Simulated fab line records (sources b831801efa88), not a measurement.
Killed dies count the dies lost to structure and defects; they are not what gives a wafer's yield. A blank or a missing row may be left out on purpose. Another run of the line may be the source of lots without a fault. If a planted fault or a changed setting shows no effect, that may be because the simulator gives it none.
Code-filled problem report in 8D (eight disciplines) form :: flow sky130 :: the parts of the form that need people (team, actions taken, sign-off) are left out

== 1. THE ISSUE ==
At SKY_PAD_OPEN_PROBE_99, killed_at_M4_up averages 48.0 over 4 wafers from 3 lots, while fault-free wafers read 3.0, standard deviation 1.7. Measured from the usual mean, that is +26 standard deviations.
First seen on wafer L359.2, day 48 09:20, on prober-02. At this step, 15 wafers from 5 lots have a number in the record. Rule for "out", or "out of limits": more than 4 standard deviations from the usual mean. The other wafers with a number count as sound.

== 2. WHAT IT IS, WHAT IT ISN'T ==
question: which readings at this step
is: killed_at_M4_up
is not: killed_at_M0_to_M3, killedAtContacts, killedAtFrontEnd, killedAtOther, killedOpen, sort_bin_6_memory

question: which lots
is: L359, L360, L361
is not: L353, L371

question: which wafers of those lots
is: L359.2, L359.6, L360.4, L361.3
is not: L359.3, L360.3, L360.5, L361.1, L361.5

question: read on which tools
is: prober-01, prober-02
is not: -

question: when
is: from day 48 09:20
is not: up to then (3 sound wafers); but 8 sound wafers of L359, L360, L361, L371 came after

== 3. SUSPECTS, AND WHAT RULES EACH OUT ==
Counting: a tool at a process step up to the reading stays a suspect if it ran every lot that is out. Sound lots after the first of them don't rule it out here, since some wafers of a struck lot are sound.
- plasmaAsher-01 at SKY_METAL5_STRIP_16 (strips in O2/N2): kept. It ran every lot that is out, first L359 (day 46 12:19).
- Within plasmaAsher-01 at SKY_METAL5_STRIP_16, the wafers that are out were processed in chamber 1 and their sound lot-mates in chamber 0.
The count leaves plasmaAsher-01 at SKY_METAL5_STRIP_16.

== 4. THE CAUSE (what the simulator had put in) ==
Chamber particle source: plasmaAsher-01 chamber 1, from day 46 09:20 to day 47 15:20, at SKY_METAL5_STRIP_16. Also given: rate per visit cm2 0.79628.
After counting, this tool was the only one left.

== 5. THE EFFECT CHAIN, in route order ==
Each row: a reading whose mean over the struck wafers that have a number lies more than 3 standard deviations from the usual. Readings are gone through only where the record gives a usual standard deviation; hours: the median, over the lots, of the time from a lot's start at the first step in this table giving one to that lot's start at this step; sigmas: the change measured in usual standard deviations.
hours: 0
step: SKY_PAD_OPEN_PROBE_99
reading: defectLimitedYield
usual: 82.5 %
on struck wafers: 75.3
change: -7.2
sigmas: -3.6

hours: 0
step: SKY_PAD_OPEN_PROBE_99
reading: killed_at_M4_up
usual: 3.0
on struck wafers: 48.0
change: +45.0
sigmas: +26

hours: 0
step: SKY_PAD_OPEN_PROBE_99
reading: killedDies
usual: 86
on struck wafers: 122
change: +36
sigmas: +3.7

hours: 0
step: SKY_PAD_OPEN_PROBE_99
reading: sort_bin_3_pad_short
usual: 0.9 %
on struck wafers: 2.7
change: +1.8
sigmas: +4.4

hours: 0
step: SKY_PAD_OPEN_PROBE_99
reading: sortNPass
usual: 406
on struck wafers: 370
change: -36
sigmas: -3.7

hours: 0
step: SKY_PAD_OPEN_PROBE_99
reading: sortYieldPct
usual: 82.5 %
on struck wafers: 75.3
change: -7.2
sigmas: -3.6
It contains these process steps:
- SKY_PAD_OPEN_PROBE_99

== 6. WHAT WOULD HAVE CAUGHT IT SOONER ==
First out-of-limits reading in this record: day 48 09:20, which is 48 hours after fault onset at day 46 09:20.
Of the tool readings at SKY_METAL5_STRIP_16 for which the record gives a usual standard deviation, none was out on any struck wafer, so an alarm limit of 4 standard deviations on them would not have fired.
The start of SKY_METAL5_STRIP_16 on plasmaAsher-01 came by day 48 09:20 for every one of the lots that are out (3). None of them would have been spared by holding the tool at that moment.
